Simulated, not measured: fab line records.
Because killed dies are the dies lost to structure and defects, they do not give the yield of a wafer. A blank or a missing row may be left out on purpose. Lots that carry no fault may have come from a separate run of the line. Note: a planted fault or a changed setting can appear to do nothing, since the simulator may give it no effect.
fab line records ; flow sky130 ; part 1 of 2: steps 1 to 30 of 42
record: lots: 5; wafers: 15; last-day: 49
route steps=708 shown VT_ADJUST_HVTP@96 VT_ADJUST_LVTN@97 VT_ADJUST_NCORE@119 VT_ADJUST_HVTR@131
lots untouched by any fault: they come from a run of this same line in which no faults occurred
start-h: hours from the record's opening day to when the first of the lot's shown wafers began ; wait-h: hours from the lot's prior step to this one ; " as in the row above ; L1.1+2: one row covering several wafers at once ; - no value, or no start was given ; * or withheld: withheld ; < > ~ a bound
route shown NAME@n: NAME is a module with steps in the file, n the number in the route of the first one ; usual: mean/standard deviation of fault-free wafers ; same: alike in all rows ; chamber/n: place in a boat ; sites: readings site by site ; _std_site: how widely they spread, as a standard deviation ; _edge_site: mean of outer sites minus mean of inner sites ; radius-mm: for every site, how far away it sits from the centre of the wafer ; mask NAME#n: copy n ; behind: the most recent tool/chamber to have shaped the wafer ; hold: what put the lot on hold/how long, in hours/how the hold closed ; device: transistor that didn't switch, given as n, p or np ; end of line: the same wafers' tests at the end of the route ; a step without rows: its recipe alone ; killed: dies that structure and defects cost at the first sort, which is not the same as the wafer's yield ; map: a wafer's dies, x killed, . not, _ none there
set.NAME: the setting the step ran with; set.NAME@STEP: the setting that earlier step ran with ; model.NAME: the simulator's own value behind a step, which no gauge read
lots seen at some steps along the route; tables by step, rows by wafer
services: from which hour (start-h, from the record's first day; less than 0 if before it) a tool's chamber was out of use, for how many hours, and why
== steps ==
step: SKY_VT_ADJUST_HVTP_TW_MEAS_11
usual: VT_ADJUST_HVTP_TW: 1353/11
lot.wafer;tool;chamber;start-h;wait-h;VT_ADJUST_HVTP_TW
L077.1;film-metro-02;-;140.49;0.1;1370
L077.4;film-metro-02;-;140.49;0.1;1366
L077.5;film-metro-02;-;140.49;0.1;1373
L086.1;film-metro-01;-;211.89;0.1;1332
L086.3;film-metro-01;-;211.89;0.1;1336
L086.4;film-metro-01;-;211.89;0.1;1328
L088.1;film-metro-02;-;214.53;0.1;1359
L088.2;film-metro-02;-;214.53;0.1;1357
L088.6;film-metro-02;-;214.53;0.1;1358
L089.1;film-metro-02;-;218.46;0.1;1363
L089.2;film-metro-02;-;218.46;0.1;1366
L089.3;film-metro-02;-;218.46;0.1;1359
L091.2;film-metro-01;-;234.02;0.1;1342
L091.3;film-metro-01;-;234.02;0.1;1343
L091.4;film-metro-01;-;234.02;0.1;1338
step: SKY_VT_ADJUST_LVTN_DEHYDRATE_00
recipe: temp-c: 200; time-s: 60
usual: heater-power-total-W: 160.38/0.13
same: time-s: 60
lot.wafer;tool;chamber;start-h;wait-h;heater-power-total-W
L077.1;litho-track-04;0;150.31;9.8;160.25
L077.4;litho-track-04;0;150.31;9.8;160.18
L077.5;litho-track-04;0;150.31;9.8;160.51
L086.1;litho-track-01;0;222.01;10.1;160.59
L086.3;litho-track-01;0;222.01;10.1;160.23
L086.4;litho-track-01;0;222.01;10.1;160.58
L088.1;litho-track-01;0;225.11;10.6;160.29
L088.2;litho-track-01;0;225.11;10.6;160.18
L088.6;litho-track-01;0;225.11;10.6;160.33
L089.1;litho-track-01;0;228.86;10.4;160.35
L089.2;litho-track-01;0;228.86;10.4;160.36
L089.3;litho-track-01;0;228.86;10.4;160.30
L091.2;litho-track-04;0;244.68;10.6;160.53
L091.3;litho-track-04;0;244.68;10.6;160.37
L091.4;litho-track-04;0;244.68;10.6;160.20
step: SKY_VT_ADJUST_LVTN_HMDS_01
recipe: prime-time-s: 60; prime-temp-c: 120
lot.wafer;tool;chamber;start-h;wait-h
L077.1+4+5;litho-track-04;0;150.46;0.1
L086.1+3+4;litho-track-01;0;222.16;0.1
L088.1+2+6;litho-track-01;0;225.26;0.1
L089.1+2+3;litho-track-01;0;229.01;0.1
L091.2+3+4;litho-track-04;0;244.83;0.1
step: SKY_VT_ADJUST_LVTN_COAT_02
recipe: spin-rpm: 2000; resist-thk-nm: 3000
lot.wafer;tool;chamber;start-h;wait-h
L077.1+4+5;litho-track-04;0;150.61;0.1
L086.1+3+4;litho-track-01;0;222.31;0.1
L088.1+2+6;litho-track-01;0;225.41;0.1
L089.1+2+3;litho-track-01;0;229.16;0.1
L091.2+3+4;litho-track-04;0;244.98;0.1
step: SKY_VT_ADJUST_LVTN_SOFTBAKE_03
recipe: temp-c: 110; time-s: withheld
usual: heater-power-total-W: 65.33/0.13
lot.wafer;tool;chamber;start-h;wait-h;heater-power-total-W
L077.1;litho-track-04;0;150.76;0.1;65.04
L077.4;litho-track-04;0;150.76;0.1;65.46
L077.5;litho-track-04;0;150.76;0.1;65.20
L086.1;litho-track-01;0;222.46;0.1;65.38
L086.3;litho-track-01;0;222.46;0.1;65.31
L086.4;litho-track-01;0;222.46;0.1;65.52
L088.1;litho-track-01;0;225.56;0.1;65.36
L088.2;litho-track-01;0;225.56;0.1;65.23
L088.6;litho-track-01;0;225.56;0.1;65.34
L089.1;litho-track-01;0;229.31;0.1;65.44
L089.2;litho-track-01;0;229.31;0.1;65.41
L089.3;litho-track-01;0;229.31;0.1;65.51
L091.2;litho-track-04;0;245.14;0.1;65.43
L091.3;litho-track-04;0;245.14;0.1;65.28
L091.4;litho-track-04;0;245.14;0.1;65.19
step: SKY_VT_ADJUST_LVTN_EXPOSE_04
recipe: mask-id: NWM_COMPLEMENT_LESS_NATIVE; na: 0.6; source-shape: conventional; sigma-outer: 0.6; polarization: unpolarized; target-cd-nm: 840; dose-mj: 194
lot.wafer;tool;chamber;start-h;wait-h;mask
L077.1+4+5;iline-stepper-02;0;-;-;NWM_COMPLEMENT_LESS_NATIVE#0
L086.1+3+4;iline-stepper-01;0;-;-;NWM_COMPLEMENT_LESS_NATIVE#0
L088.1+2+6;iline-stepper-01;0;-;-;NWM_COMPLEMENT_LESS_NATIVE#0
L089.1+2+3;iline-stepper-02;0;-;-;NWM_COMPLEMENT_LESS_NATIVE#0
L091.2+3+4;iline-stepper-02;0;-;-;NWM_COMPLEMENT_LESS_NATIVE#0
step: SKY_VT_ADJUST_LVTN_PEB_05
recipe: temp-c: 115; time-s: withheld
usual: heater-power-total-W: 69.33/0.13
lot.wafer;tool;chamber;start-h;wait-h;heater-power-total-W
L077.1;litho-track-03;0;-;-;69.50
L077.4;litho-track-03;0;-;-;69.49
L077.5;litho-track-03;0;-;-;69.37
L086.1;litho-track-03;0;-;-;69.29
L086.3;litho-track-03;0;-;-;69.36
L086.4;litho-track-03;0;-;-;69.35
L088.1;litho-track-01;0;-;-;69.61
L088.2;litho-track-01;0;-;-;69.17
L088.6;litho-track-01;0;-;-;69.27
L089.1;litho-track-01;0;-;-;69.12
L089.2;litho-track-01;0;-;-;69.24
L089.3;litho-track-01;0;-;-;69.26
L091.2;litho-track-04;0;-;-;69.37
L091.3;litho-track-04;0;-;-;69.16
L091.4;litho-track-04;0;-;-;69.52
step: SKY_VT_ADJUST_LVTN_DEVELOP_06
recipe: wall-angle-deg: 90; developer: TMAH; develop-time-s: 60; dev-temp-c: 23
same: develop-time-s: 60
lot.wafer;tool;chamber;start-h;wait-h
L077.1+4+5;litho-track-03;0;-;-
L086.1+3+4;litho-track-03;0;-;-
L088.1+2+6;litho-track-01;0;-;-
L089.1+2+3;litho-track-01;0;-;-
L091.2+3+4;litho-track-04;0;-;-
step: SKY_VT_ADJUST_LVTN_OVL_MEAS_07
usual: VT_ADJUST_LVTN_OVL: -0.4/1.1
lot.wafer;tool;chamber;start-h;wait-h;VT_ADJUST_LVTN_OVL[nm]
L077.1;overlay-01;-;160.57;-;-2.2
L077.4;overlay-01;-;160.57;-;-1.9
L077.5;overlay-01;-;160.57;-;-3.3
L086.1;overlay-02;-;233.72;-;-0.5
L086.3;overlay-02;-;233.72;-;-0.3
L086.4;overlay-02;-;233.72;-;0.3
L088.1;overlay-01;-;237.56;-;-1.6
L088.2;overlay-01;-;237.56;-;-1.1
L088.6;overlay-01;-;237.56;-;-2.0
L089.1;overlay-01;-;240.81;-;-0.1
L089.2;overlay-01;-;240.81;-;-0.6
L089.3;overlay-01;-;240.81;-;-0.2
L091.2;overlay-02;-;256.51;-;0.0
L091.3;overlay-02;-;256.51;-;-0.4
L091.4;overlay-02;-;256.51;-;-1.7
step: SKY_VT_ADJUST_LVTN_IMPLANT_08
recipe: species: B; energy-kev: 30; dose-cm2: 1.57e+12; tilt-deg: withheld
usual: dose-ions-cm2: 1.5702e+12/1.8e+09
lot.wafer;tool;chamber;start-h;wait-h;dose-ions-cm2
L077.1;implanter-03;0;160.61;0.0;1.5708e+12
L077.4;implanter-03;0;160.61;0.0;1.5709e+12
L077.5;implanter-03;0;160.61;0.0;1.5726e+12
L086.1;implanter-04;0;233.76;0.0;1.57e+12
L086.3;implanter-04;0;233.76;0.0;1.5728e+12
L086.4;implanter-04;0;233.76;0.0;1.5722e+12
L088.1;implanter-03;0;237.60;0.0;1.5687e+12
L088.2;implanter-03;0;237.60;0.0;1.5684e+12
L088.6;implanter-03;0;237.60;0.0;1.5708e+12
L089.1;implanter-04;0;240.85;0.0;1.5666e+12
L089.2;implanter-04;0;240.85;0.0;1.5681e+12
L089.3;implanter-04;0;240.85;0.0;1.5671e+12
L091.2;implanter-01;0;256.57;0.0;1.5708e+12
L091.3;implanter-01;0;256.57;0.0;1.5703e+12
L091.4;implanter-01;0;256.57;0.0;1.5725e+12
step: SKY_VT_ADJUST_LVTN_STRIP_09
recipe: chemistry: O2/N2; power-w: 1400; pressure-mtorr: 1500; platen-temp-c: withheld; o2-flow-sccm: 3000; n2-flow-sccm: 300; overash-fraction: 0.5
usual: drypump-motor-current-A: 5.8/0.41; oes-product-au: 0.723/0.0047; strip-time-to-endpoint-s: 36.90/0.095
lot.wafer;tool;chamber;start-h;wait-h;drypump-motor-current-A;oes-product-au;rf-hours-counter-h;strip-time-to-endpoint-s
L077.1;plasma-asher-02;1;160.76;0.1;6.2;0.724;33;37.00
L077.4;plasma-asher-02;0;160.76;0.1;5.6;0.719;-;37.01
L077.5;plasma-asher-02;1;160.76;0.1;6.2;0.721;-;36.93
L086.1;plasma-asher-01;0;233.91;0.1;6.2;0.724;11;36.75
L086.3;plasma-asher-01;0;233.91;0.1;6.2;0.716;-;36.71
L086.4;plasma-asher-01;1;233.91;0.1;5.1;0.723;-;36.64
L088.1;plasma-asher-03;1;237.75;0.1;6.2;0.730;55;36.90
L088.2;plasma-asher-03;0;237.75;0.1;5.4;0.718;55;36.96
L088.6;plasma-asher-03;1;237.75;0.1;6.2;0.728;-;36.97
L089.1;plasma-asher-02;1;241.00;0.1;6.2;0.726;41;36.94
L089.2;plasma-asher-02;0;241.00;0.1;5.5;0.726;41;36.81
L089.3;plasma-asher-02;0;241.00;0.1;5.5;0.726;-;36.86
L091.2;plasma-asher-03;0;256.69;0.1;5.4;0.727;57;36.98
L091.3;plasma-asher-03;1;256.69;0.1;6.1;0.723;-;36.99
L091.4;plasma-asher-03;0;256.69;0.1;5.4;0.722;-;37.09
step: SKY_VT_ADJUST_LVTN_TW_MEAS_10
usual: VT_ADJUST_LVTN_TW: 242.5/2.6
lot.wafer;tool;chamber;start-h;wait-h;VT_ADJUST_LVTN_TW
L077.1;film-metro-03;-;160.86;0.1;245.2
L077.4;film-metro-03;-;160.86;0.1;246.6
L077.5;film-metro-03;-;160.86;0.1;244.7
L086.1;film-metro-04;-;234.01;0.1;243.3
L086.3;film-metro-04;-;234.01;0.1;242.7
L086.4;film-metro-04;-;234.01;0.1;243.1
L088.1;film-metro-01;-;237.85;0.1;239.1
L088.2;film-metro-01;-;237.85;0.1;238.2
L088.6;film-metro-01;-;237.85;0.1;238.2
L089.1;film-metro-03;-;241.10;0.1;244.4
L089.2;film-metro-03;-;241.10;0.1;245.1
L089.3;film-metro-03;-;241.10;0.1;244.6
L091.2;film-metro-03;-;256.80;0.1;243.9
L091.3;film-metro-03;-;256.80;0.1;245.9
L091.4;film-metro-03;-;256.80;0.1;245.1
step: SKY_VT_ADJUST_LVTN_DEHYDRATE_11
recipe: temp-c: 200; time-s: 60
usual: heater-power-total-W: 160.38/0.13
same: time-s: 60
lot.wafer;tool;chamber;start-h;wait-h;heater-power-total-W
L077.1;litho-track-03;0;169.92;9.1;160.31
L077.4;litho-track-03;0;169.92;9.1;160.37
L077.5;litho-track-03;0;169.92;9.1;160.47
L086.1;litho-track-01;0;244.41;10.4;160.20
L086.3;litho-track-01;0;244.41;10.4;160.21
L086.4;litho-track-01;0;244.41;10.4;160.24
L088.1;litho-track-03;0;248.27;10.4;160.45
L088.2;litho-track-03;0;248.27;10.4;160.53
L088.6;litho-track-03;0;248.27;10.4;160.32
L089.1;litho-track-01;0;251.86;10.8;160.38
L089.2;litho-track-01;0;251.86;10.8;160.19
L089.3;litho-track-01;0;251.86;10.8;160.50
L091.2;litho-track-01;0;268.83;12.0;160.33
L091.3;litho-track-01;0;268.83;12.0;160.33
L091.4;litho-track-01;0;268.83;12.0;160.28
step: SKY_VT_ADJUST_LVTN_HMDS_12
recipe: prime-time-s: 60; prime-temp-c: 120
lot.wafer;tool;chamber;start-h;wait-h
L077.1+4+5;litho-track-03;0;170.07;0.1
L086.1+3+4;litho-track-01;0;244.56;0.1
L088.1+2+6;litho-track-03;0;248.42;0.1
L089.1+2+3;litho-track-01;0;252.01;0.1
L091.2+3+4;litho-track-01;0;268.98;0.1
step: SKY_VT_ADJUST_LVTN_COAT_13
recipe: resist: NOVOLAK; spin-rpm: 3000; resist-thk-nm: 1140
lot.wafer;tool;chamber;start-h;wait-h
L077.1+4+5;litho-track-03;0;170.22;0.1
L086.1+3+4;litho-track-01;0;244.71;0.1
L088.1+2+6;litho-track-03;0;248.57;0.1
L089.1+2+3;litho-track-01;0;252.16;0.1
L091.2+3+4;litho-track-01;0;269.13;0.1
step: SKY_VT_ADJUST_LVTN_SOFTBAKE_14
recipe: temp-c: 90; time-s: 60; resist: NOVOLAK
usual: heater-power-total-W: 56.60/0.045
same: time-s: 60
lot.wafer;tool;chamber;start-h;wait-h;heater-power-total-W
L077.1;litho-track-03;0;170.37;0.1;56.55
L077.4;litho-track-03;0;170.37;0.1;56.58
L077.5;litho-track-03;0;170.37;0.1;56.49
L086.1;litho-track-01;0;244.86;0.1;56.54
L086.3;litho-track-01;0;244.86;0.1;56.56
L086.4;litho-track-01;0;244.86;0.1;56.52
L088.1;litho-track-03;0;248.72;0.1;56.61
L088.2;litho-track-03;0;248.72;0.1;56.61
L088.6;litho-track-03;0;248.72;0.1;56.58
L089.1;litho-track-01;0;252.31;0.1;56.61
L089.2;litho-track-01;0;252.31;0.1;56.63
L089.3;litho-track-01;0;252.31;0.1;56.63
L091.2;litho-track-01;0;269.28;0.1;56.62
L091.3;litho-track-01;0;269.28;0.1;56.59
L091.4;litho-track-01;0;269.28;0.1;56.60
step: SKY_VT_ADJUST_LVTN_EXPOSE_15
recipe: mask-id: HVN_STD_DERIVED; na: 0.6; source-shape: conventional; sigma-outer: 0.6; polarization: unpolarized; target-cd-nm: 600; dose-mj: 163
lot.wafer;tool;chamber;start-h;wait-h;mask
L077.1+4+5;iline-stepper-02;0;-;-;HVN_STD_DERIVED#0
L086.1+3+4;iline-stepper-02;0;-;-;HVN_STD_DERIVED#0
L088.1+2+6;iline-stepper-01;0;-;-;HVN_STD_DERIVED#0
L089.1+2+3;iline-stepper-02;0;-;-;HVN_STD_DERIVED#0
L091.2+3+4;iline-stepper-02;0;-;-;HVN_STD_DERIVED#0
step: SKY_VT_ADJUST_LVTN_PEB_16
recipe: temp-c: withheld; time-s: *; resist: NOVOLAK
same: time-s: *
lot.wafer;tool;chamber;start-h;wait-h
L077.1+4+5;litho-track-03;0;-;-
L086.1+3+4;litho-track-04;0;-;-
L088.1+2+6;litho-track-03;0;-;-
L089.1+2+3;litho-track-01;0;-;-
L091.2+3+4;litho-track-01;0;-;-
step: SKY_VT_ADJUST_LVTN_DEVELOP_17
recipe: resist: NOVOLAK; developer: TMAH; develop-time-s: 60; dev-temp-c: 23
same: develop-time-s: 60
lot.wafer;tool;chamber;start-h;wait-h
L077.1+4+5;litho-track-03;0;181.07;0.1
L086.1+3+4;litho-track-04;0;256.01;0.1
L088.1+2+6;litho-track-03;0;260.77;0.1
L089.1+2+3;litho-track-01;0;264.51;0.1
L091.2+3+4;litho-track-01;0;281.23;0.1
step: SKY_VT_ADJUST_LVTN_OVL_MEAS_18
usual: VT_ADJUST_LVTN_01_OVL: -0.5/1.2
lot.wafer;tool;chamber;start-h;wait-h;VT_ADJUST_LVTN_01_OVL[nm]
L077.1;overlay-01;-;181.22;0.1;-0.2
L077.4;overlay-01;-;181.22;0.1;-0.1
L077.5;overlay-01;-;181.22;0.1;-0.8
L086.1;overlay-02;-;256.16;0.1;-1.2
L086.3;overlay-02;-;256.16;0.1;-0.3
L086.4;overlay-02;-;256.16;0.1;-0.7
L088.1;overlay-01;-;260.92;0.1;-0.9
L088.2;overlay-01;-;260.92;0.1;-2.6
L088.6;overlay-01;-;260.92;0.1;-2.2
L089.1;overlay-02;-;264.66;0.1;-0.4
L089.2;overlay-02;-;264.66;0.1;-0.9
L089.3;overlay-02;-;264.66;0.1;-1.8
L091.2;overlay-01;-;281.37;0.1;0.7
L091.3;overlay-01;-;281.37;0.1;0.4
L091.4;overlay-01;-;281.37;0.1;-0.4
step: SKY_VT_ADJUST_LVTN_IMPLANT_19
recipe: species: B; energy-kev: 30; dose-cm2: 6.5e+11; tilt-deg: withheld
usual: dose-ions-cm2: 6.499e+11/6.5e+08
lot.wafer;tool;chamber;start-h;wait-h;dose-ions-cm2
L077.1;implanter-03;0;181.26;0.0;6.503e+11
L077.4;implanter-03;0;181.26;0.0;6.51e+11
L077.5;implanter-03;0;181.26;0.0;6.499e+11
L086.1;implanter-04;0;256.19;0.0;6.494e+11
L086.3;implanter-04;0;256.19;0.0;6.508e+11
L086.4;implanter-04;0;256.19;0.0;6.504e+11
L088.1;implanter-01;0;260.96;0.0;6.501e+11
L088.2;implanter-01;0;260.96;0.0;6.505e+11
L088.6;implanter-01;0;260.96;0.0;6.504e+11
L089.1;implanter-01;0;264.70;0.0;6.484e+11
L089.2;implanter-01;0;264.70;0.0;6.488e+11
L089.3;implanter-01;0;264.70;0.0;6.491e+11
L091.2;implanter-04;0;281.42;0.0;6.505e+11
L091.3;implanter-04;0;281.42;0.0;6.505e+11
L091.4;implanter-04;0;281.42;0.0;6.491e+11
step: SKY_VT_ADJUST_LVTN_STRIP_20
recipe: chemistry: O2/N2; power-w: 1400; pressure-mtorr: 1500; platen-temp-c: withheld; o2-flow-sccm: 3000; n2-flow-sccm: 300; overash-fraction: 0.5
usual: drypump-motor-current-A: 5.7/0.45; oes-product-au: 0.716/0.0047; strip-time-to-endpoint-s: 14.18/0.045
lot.wafer;tool;chamber;start-h;wait-h;drypump-motor-current-A;oes-product-au;rf-hours-counter-h;strip-time-to-endpoint-s
L077.1;plasma-asher-02;1;181.41;0.1;6.2;0.725;35;14.23
L077.4;plasma-asher-02;0;181.41;0.1;5.5;0.713;-;14.23
L077.5;plasma-asher-02;1;181.41;0.1;6.2;0.718;-;14.22
L086.1;plasma-asher-01;1;256.34;0.1;5.1;0.713;13;14.20
L086.3;plasma-asher-01;0;256.34;0.1;6.2;0.718;-;14.17
L086.4;plasma-asher-01;1;256.34;0.1;5.1;0.712;-;14.18
L088.1;plasma-asher-01;1;261.11;0.1;5.1;0.712;14;14.10
L088.2;plasma-asher-01;0;261.11;0.1;6.1;0.721;14;14.13
L088.6;plasma-asher-01;0;261.11;0.1;6.2;0.718;-;14.12
L089.1;plasma-asher-03;0;264.85;0.1;5.4;0.719;57;14.22
L089.2;plasma-asher-03;1;264.85;0.1;6.2;0.709;57;14.20
L089.3;plasma-asher-03;1;264.85;0.1;6.1;0.720;-;14.22
L091.2;plasma-asher-03;1;281.55;0.1;6.2;0.708;59;14.21
L091.3;plasma-asher-03;0;281.55;0.1;5.4;0.707;-;14.22
L091.4;plasma-asher-03;1;281.55;0.1;6.1;0.720;-;14.20
step: SKY_VT_ADJUST_LVTN_TW_MEAS_21
usual: VT_ADJUST_LVTN_2_TW: 189.6/1.8
lot.wafer;tool;chamber;start-h;wait-h;VT_ADJUST_LVTN_2_TW
L077.1;film-metro-03;-;181.51;0.1;190.3
L077.4;film-metro-03;-;181.51;0.1;190.4
L077.5;film-metro-03;-;181.51;0.1;190.5
L086.1;film-metro-04;-;256.44;0.1;189.9
L086.3;film-metro-04;-;256.44;0.1;189.7
L086.4;film-metro-04;-;256.44;0.1;189.9
L088.1;film-metro-04;-;261.21;0.1;189.8
L088.2;film-metro-04;-;261.21;0.1;190.1
L088.6;film-metro-04;-;261.21;0.1;190.2
L089.1;film-metro-03;-;264.95;0.1;189.5
L089.2;film-metro-03;-;264.95;0.1;189.2
L089.3;film-metro-03;-;264.95;0.1;190.8
L091.2;film-metro-03;-;281.66;0.1;190.3
L091.3;film-metro-03;-;281.66;0.1;190.7
L091.4;film-metro-03;-;281.66;0.1;191.8
step: SKY_VT_ADJUST_NCORE_DEHYDRATE_00
recipe: temp-c: 200; time-s: 60
usual: heater-power-total-W: 160.37/0.12
same: time-s: 60
lot.wafer;tool;chamber;start-h;wait-h;heater-power-total-W
L077.1;litho-track-02;0;191.34;9.8;160.29
L077.4;litho-track-02;0;191.34;9.8;160.14
L077.5;litho-track-02;0;191.34;9.8;160.39
L086.1;litho-track-04;0;268.31;11.9;160.41
L086.3;litho-track-04;0;268.31;11.9;160.27
L086.4;litho-track-04;0;268.31;11.9;160.30
L088.1;litho-track-04;0;272.51;11.3;160.19
L088.2;litho-track-04;0;272.51;11.3;160.45
L088.6;litho-track-04;0;272.51;11.3;160.51
L089.1;litho-track-04;0;276.56;11.6;160.24
L089.2;litho-track-04;0;276.56;11.6;160.25
L089.3;litho-track-04;0;276.56;11.6;160.28
L091.2;litho-track-02;0;293.21;11.5;160.32
L091.3;litho-track-02;0;293.21;11.5;160.33
L091.4;litho-track-02;0;293.21;11.5;160.47
step: SKY_VT_ADJUST_NCORE_HMDS_01
recipe: prime-time-s: 60; prime-temp-c: 120
lot.wafer;tool;chamber;start-h;wait-h
L077.1+4+5;litho-track-02;0;191.49;0.1
L086.1+3+4;litho-track-04;0;268.46;0.1
L088.1+2+6;litho-track-04;0;272.66;0.1
L089.1+2+3;litho-track-04;0;276.71;0.1
L091.2+3+4;litho-track-02;0;293.36;0.1
step: SKY_VT_ADJUST_NCORE_COAT_02
recipe: resist: NOVOLAK; spin-rpm: 3000; resist-thk-nm: 1140
lot.wafer;tool;chamber;start-h;wait-h
L077.1+4+5;litho-track-02;0;191.64;0.1
L086.1+3+4;litho-track-04;0;268.61;0.1
L088.1+2+6;litho-track-04;0;272.81;0.1
L089.1+2+3;litho-track-04;0;276.86;0.1
L091.2+3+4;litho-track-02;0;293.51;0.1
step: SKY_VT_ADJUST_NCORE_SOFTBAKE_03
recipe: temp-c: 90; time-s: 60; resist: NOVOLAK
usual: heater-power-total-W: 56.60/0.046
same: time-s: 60
lot.wafer;tool;chamber;start-h;wait-h;heater-power-total-W
L077.1;litho-track-02;0;191.79;0.1;56.54
L077.4;litho-track-02;0;191.79;0.1;56.61
L077.5;litho-track-02;0;191.79;0.1;56.64
L086.1;litho-track-04;0;268.76;0.1;56.56
L086.3;litho-track-04;0;268.76;0.1;56.59
L086.4;litho-track-04;0;268.76;0.1;56.57
L088.1;litho-track-04;0;272.96;0.1;56.64
L088.2;litho-track-04;0;272.96;0.1;56.55
L088.6;litho-track-04;0;272.96;0.1;56.58
L089.1;litho-track-04;0;277.01;0.1;56.53
L089.2;litho-track-04;0;277.01;0.1;56.61
L089.3;litho-track-04;0;277.01;0.1;56.62
L091.2;litho-track-02;0;293.66;0.1;56.65
L091.3;litho-track-02;0;293.66;0.1;56.63
L091.4;litho-track-02;0;293.66;0.1;56.54
step: SKY_VT_ADJUST_NCORE_EXPOSE_04
recipe: mask-id: LVTN_COMPLEMENT_THIN; na: 0.6; source-shape: conventional; sigma-outer: 0.6; polarization: unpolarized; target-cd-nm: 380; dose-mj: 139
lot.wafer;tool;chamber;start-h;wait-h;mask
L077.1+4+5;iline-stepper-02;0;-;-;LVTN_COMPLEMENT_THIN#0
L086.1+3+4;iline-stepper-02;0;-;-;LVTN_COMPLEMENT_THIN#0
L088.1+2+6;iline-stepper-02;0;-;-;LVTN_COMPLEMENT_THIN#0
L089.1+2+3;iline-stepper-02;0;-;-;LVTN_COMPLEMENT_THIN#0
L091.2+3+4;iline-stepper-01;0;-;-;LVTN_COMPLEMENT_THIN#0
step: SKY_VT_ADJUST_NCORE_PEB_05
recipe: temp-c: withheld; time-s: *; resist: NOVOLAK
same: time-s: *
lot.wafer;tool;chamber;start-h;wait-h
L077.1+4+5;litho-track-01;0;-;-
L086.1+3+4;litho-track-04;0;-;-
L088.1+2+6;litho-track-01;0;-;-
L089.1+2+3;litho-track-01;0;-;-
L091.2+3+4;litho-track-02;0;-;-
step: SKY_VT_ADJUST_NCORE_DEVELOP_06
recipe: resist: NOVOLAK; developer: TMAH; develop-time-s: 60; dev-temp-c: 23
same: develop-time-s: 60
lot.wafer;tool;chamber;start-h;wait-h
L077.1+4+5;litho-track-01;0;202.11;0.1
L086.1+3+4;litho-track-04;0;280.51;0.1
L088.1+2+6;litho-track-01;0;285.46;0.1
L089.1+2+3;litho-track-01;0;289.31;0.1
L091.2+3+4;litho-track-02;0;306.11;0.1
